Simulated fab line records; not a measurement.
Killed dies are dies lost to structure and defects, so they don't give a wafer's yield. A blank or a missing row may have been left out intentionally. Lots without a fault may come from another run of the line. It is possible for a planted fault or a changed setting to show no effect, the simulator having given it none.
Split-lot study || flow sky130 || 23 wafers read across 5 lots, on a route 708 steps long

THE SPLIT ITSELF
At SKY_VIA1_HDPCVD_00 (deposits SiO2, target thk 1030 nm, time 171.7 s), the setting timeS was moved away from the recipe's 171.7 s on 4 of the 23 wafers read, by -12.8% to +8.0%. This setting was run at the recipe's value on the other wafers.

Between the split and the reading, the file records no step.

THE READING
VIA1_HDPCVD_THK in nanometres, read at SKY_VIA1_THK_MEAS_01. Typical for fault-free wafers on this fab line: 1034 nm, with standard deviation 13 nm.

{"wafer": "L079.1", "tool, chamber at the split": "hdpcvd-01, 2,0,1", "timeS as run, s": 171.7, "against the recipe": "recipe", "VIA1_HDPCVD_THK, nm": 1022, "against lot-mates on the recipe": "-"}
{"wafer": "L079.2", "tool, chamber at the split": "hdpcvd-01, 1,0", "timeS as run, s": 185.5, "against the recipe": "+8.0%", "VIA1_HDPCVD_THK, nm": 1108, "against lot-mates on the recipe": "+86"}
{"wafer": "L079.3", "tool, chamber at the split": "hdpcvd-01, 1,0", "timeS as run, s": 185.5, "against the recipe": "+8.0%", "VIA1_HDPCVD_THK, nm": 1098, "against lot-mates on the recipe": "+76"}
{"wafer": "L079.4", "tool, chamber at the split": "hdpcvd-01, 2,0,1", "timeS as run, s": 171.7, "against the recipe": "recipe", "VIA1_HDPCVD_THK, nm": 1001, "against lot-mates on the recipe": "-"}
{"wafer": "L079.6", "tool, chamber at the split": "hdpcvd-01, 2,0,1", "timeS as run, s": 171.7, "against the recipe": "recipe", "VIA1_HDPCVD_THK, nm": 1043, "against lot-mates on the recipe": "-"}
{"wafer": "L080.1", "tool, chamber at the split": "hdpcvd-02, 1,2,0,1,2", "timeS as run, s": 171.7, "against the recipe": "recipe", "VIA1_HDPCVD_THK, nm": 1037, "against lot-mates on the recipe": "-"}
{"wafer": "L080.2", "tool, chamber at the split": "hdpcvd-02, 1,2,0,1,2", "timeS as run, s": 171.7, "against the recipe": "recipe", "VIA1_HDPCVD_THK, nm": 1042, "against lot-mates on the recipe": "-"}
{"wafer": "L080.4", "tool, chamber at the split": "hdpcvd-02, 1,2,0,1,2", "timeS as run, s": 171.7, "against the recipe": "recipe", "VIA1_HDPCVD_THK, nm": 1028, "against lot-mates on the recipe": "-"}
{"wafer": "L080.5", "tool, chamber at the split": "hdpcvd-02, 1,2,0,1,2", "timeS as run, s": 171.7, "against the recipe": "recipe", "VIA1_HDPCVD_THK, nm": 1043, "against lot-mates on the recipe": "-"}
{"wafer": "L080.6", "tool, chamber at the split": "hdpcvd-02, 1,2,0,1,2", "timeS as run, s": 171.7, "against the recipe": "recipe", "VIA1_HDPCVD_THK, nm": 1043, "against lot-mates on the recipe": "-"}
{"wafer": "L081.1", "tool, chamber at the split": "hdpcvd-01, 2,1,0", "timeS as run, s": 171.7, "against the recipe": "recipe", "VIA1_HDPCVD_THK, nm": 1040, "against lot-mates on the recipe": "-"}
{"wafer": "L081.2", "tool, chamber at the split": "hdpcvd-01, 2,1,0", "timeS as run, s": 171.7, "against the recipe": "recipe", "VIA1_HDPCVD_THK, nm": 1043, "against lot-mates on the recipe": "-"}
{"wafer": "L081.3", "tool, chamber at the split": "hdpcvd-01, 2,1,0", "timeS as run, s": 171.7, "against the recipe": "recipe", "VIA1_HDPCVD_THK, nm": 1032, "against lot-mates on the recipe": "-"}
{"wafer": "L084.2", "tool, chamber at the split": "hdpcvd-02, 1,0,0,2,1", "timeS as run, s": 171.7, "against the recipe": "recipe", "VIA1_HDPCVD_THK, nm": 1044, "against lot-mates on the recipe": "-"}
{"wafer": "L084.3", "tool, chamber at the split": "hdpcvd-02, 1,0,0,2,1", "timeS as run, s": 171.7, "against the recipe": "recipe", "VIA1_HDPCVD_THK, nm": 1036, "against lot-mates on the recipe": "-"}
{"wafer": "L084.4", "tool, chamber at the split": "hdpcvd-02, 1,0,0,2,1", "timeS as run, s": 171.7, "against the recipe": "recipe", "VIA1_HDPCVD_THK, nm": 1018, "against lot-mates on the recipe": "-"}
{"wafer": "L084.5", "tool, chamber at the split": "hdpcvd-02, 1,0,0,2,1", "timeS as run, s": 171.7, "against the recipe": "recipe", "VIA1_HDPCVD_THK, nm": 1030, "against lot-mates on the recipe": "-"}
{"wafer": "L084.6", "tool, chamber at the split": "hdpcvd-02, 1,0,0,2,1", "timeS as run, s": 171.7, "against the recipe": "recipe", "VIA1_HDPCVD_THK, nm": 1037, "against lot-mates on the recipe": "-"}
{"wafer": "L085.1", "tool, chamber at the split": "hdpcvd-01, 0,1,2", "timeS as run, s": 171.7, "against the recipe": "recipe", "VIA1_HDPCVD_THK, nm": 1026, "against lot-mates on the recipe": "-"}
{"wafer": "L085.2", "tool, chamber at the split": "hdpcvd-01, 0,1,2", "timeS as run, s": 171.7, "against the recipe": "recipe", "VIA1_HDPCVD_THK, nm": 1056, "against lot-mates on the recipe": "-"}
{"wafer": "L085.3", "tool, chamber at the split": "hdpcvd-01, 2,0", "timeS as run, s": 149.8, "against the recipe": "-12.8%", "VIA1_HDPCVD_THK, nm": 917, "against lot-mates on the recipe": -125}
{"wafer": "L085.5", "tool, chamber at the split": "hdpcvd-01, 0,1,2", "timeS as run, s": 171.7, "against the recipe": "recipe", "VIA1_HDPCVD_THK, nm": 1045, "against lot-mates on the recipe": "-"}
{"wafer": "L085.6", "tool, chamber at the split": "hdpcvd-01, 2,0", "timeS as run, s": 149.8, "against the recipe": "-12.8%", "VIA1_HDPCVD_THK, nm": 895, "against lot-mates on the recipe": -147}
The file does not say which wafer passed through which chamber wherever a row lists several chambers: such a row stands for several wafers.

FIT RESULTS
A straight line over all 23 wafers: VIA1_HDPCVD_THK changes by +9.62 nm for each +1% of timeS; r = +0.96; the points scatter about the line by 12 nm.
The same after taking each lot's own level away (the mean of its wafers on the recipe; 23 wafers): +10.5 nm for each +1%; r = +0.98; scatter 10 nm.
On that fit, the largest move of timeS shifts the reading by 1.3e+02 nm.
Measured against the standard deviation above, the lots' own levels, which go from 1022.0 to 1042.3 nm, span 1.6 times it.
Consequently the slope shifts little with the lot-to-lot level, the two slopes agreeing.
Check: -140 nm against its lot-mates is what the line predicts for one of the wafers moved furthest among these (-12.8%) when that wafer is left out of the fit. It came out at -125 nm against them.

ADDITIONAL SPLITS CARRIED BY THESE WAFERS
These wafers also went through other splits before the reading. Each is held against what the fit with the lots' levels taken away leaves over:
{"other split on the same wafers": "SKY_LOCAL_INTERCONNECT_ETCH_13 timeS", "wafers away from the commonest value": 11, "r with VIA1_HDPCVD_THK (lot level and that fit taken away)": -0.02}
{"other split on the same wafers": "SKY_METAL1_SPUTTER_03 powerW", "wafers away from the commonest value": 6, "r with VIA1_HDPCVD_THK (lot level and that fit taken away)": -0.24}
{"other split on the same wafers": "SKY_METAL1_COAT_10 resistThkNm", "wafers away from the commonest value": 8, "r with VIA1_HDPCVD_THK (lot level and that fit taken away)": -0.31}
{"other split on the same wafers": "SKY_METAL1_DEVELOP_14 developTimeS", "wafers away from the commonest value": 12, "r with VIA1_HDPCVD_THK (lot level and that fit taken away)": -0.23}

FILE'S OWN FIT
VIA1_HDPCVD_THK changes by +10.5 nm for each +1% of timeS, r = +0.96.
